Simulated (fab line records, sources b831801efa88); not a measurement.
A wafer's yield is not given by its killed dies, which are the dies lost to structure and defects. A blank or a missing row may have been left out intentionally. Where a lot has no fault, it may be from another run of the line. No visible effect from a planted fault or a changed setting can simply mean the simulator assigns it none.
Chamber matching | flow gf180mcu | GF_STI_CMP_25 on cmp-01: 4 sister chambers
The step polishes, stops on Si3N4, t overpolish 33 s, target thk 524.6 nm. 8 wafers are shown with their chamber, then 8 later ones without.

WAFERS PAIRED WITH THEIR CHAMBERS
wafer  | chamber | motor-current-A (A) | overpolish-run-s (s)
L815.1 | 2       | 13.4                | 32.996
L815.2 | 0       | 11.5                | 32.995
L816.4 | 3       | 12.7                | 32.998
L816.5 | 1       | 11.3                | 33.004
L817.1 | 3       | 13.4                | 33.009
L817.3 | 1       | 11.9                | 32.993
L817.6 | 2       | 13.4                | 33.003
L818.1 | 0       | 10.8                | 33.003

WAFERS WITH NO CHAMBER GIVEN
wafer  | motor-current-A (A) | overpolish-run-s (s)
L818.3 | 13.1                | 32.991
L818.6 | 13.3                | 33.015
L822.2 | 13.7                | 33.003
L822.4 | 11.0                | 33.000
L822.5 | 11.0                | 32.998
L823.1 | 11.2                | 32.995
L823.2 | 13.4                | 33.000
L823.6 | 10.7                | 33.001

EACH ONE'S CHAMBER
wafer  | from the rows above     | in truth
L818.3 | can't be placed: 2 or 3 | 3
L818.6 | can't be placed: 3 or 2 | 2
L822.2 | can't be placed: 2 or 3 | 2
L822.4 | can't be placed: 0 or 1 | 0
L822.5 | can't be placed: 0 or 1 | 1
L823.1 | can't be placed: 0 or 1 | 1
L823.2 | can't be placed: 2 or 3 | 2
L823.6 | can't be placed: 0 or 1 | 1
Correctly placed: 0 of 8. Can't be placed from these rows: 8 (the true chamber is among the candidates in 8). Wrongly placed: 0.
How it was worked out, from the rows above alone: a wafer's distance from a chamber is the root of the sum, over the readings, of the square of ((its reading less the chamber's mean) divided by the reading's scatter). If the next closest chamber is less than 2 further off than the closest, the wafer can't be placed; otherwise it belongs to the closest. A chamber's mean is the mean of its shown wafers. The scatter is the square root of a quotient: the sum, over the shown wafers, of each reading's squared deviation from its chamber's mean, divided by wafers minus chambers.
